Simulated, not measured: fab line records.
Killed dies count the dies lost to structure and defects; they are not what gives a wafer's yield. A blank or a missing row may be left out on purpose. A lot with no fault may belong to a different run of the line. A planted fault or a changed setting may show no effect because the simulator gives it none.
Which tool is to blame? | flow sky130 | 18 wafers sampled from 6 lots at 1 step of a route of 708

WHAT EACH GAUGE READ, for each wafer
SKY_POLY_GATE_CD_MEAS_22.
lot  | measured     | on        | cd nm (nm)
L823 | day 17 14:55 | cd sem-02 | 147 150 151
L824 | day 18 09:39 | cd sem-01 | 149 147 148
L828 | day 19 08:48 | cd sem-01 | 152 151 149
L834 | day 21 01:04 | cd sem-01 | 152 155 149
L840 | day 23 12:55 | cd sem-01 | 148 151 145
L843 | day 24 12:23 | cd sem-02 | 145 152 150

WHICH TOOL RAN EACH LOT (tool, then ch and the chambers of the sampled wafers, then the start)
Record: no process step prior to these readings.

THE ANSWER, worked out from the rows above alone
Rule: what is usual is taken from the lots themselves. Put in order of their means at a reading, lots are off if they are a third of the lots or fewer, leave a main group of 4 or more, and stand apart from it by a gap of 3 or more times the standard deviation of the main group's means; of several such gaps the widest counts. A main group is skipped when, at the precision printed for the reading in the tables above, its means are all equal. A lot without any number at a reading at which 4 lots or more have one is off too. The other lots that the step has rows for count as sound.
Across all readings shown, no lot is off: no conclusion can be drawn from this.

WHAT HAD BEEN PUT IN BY THE SIMULATOR
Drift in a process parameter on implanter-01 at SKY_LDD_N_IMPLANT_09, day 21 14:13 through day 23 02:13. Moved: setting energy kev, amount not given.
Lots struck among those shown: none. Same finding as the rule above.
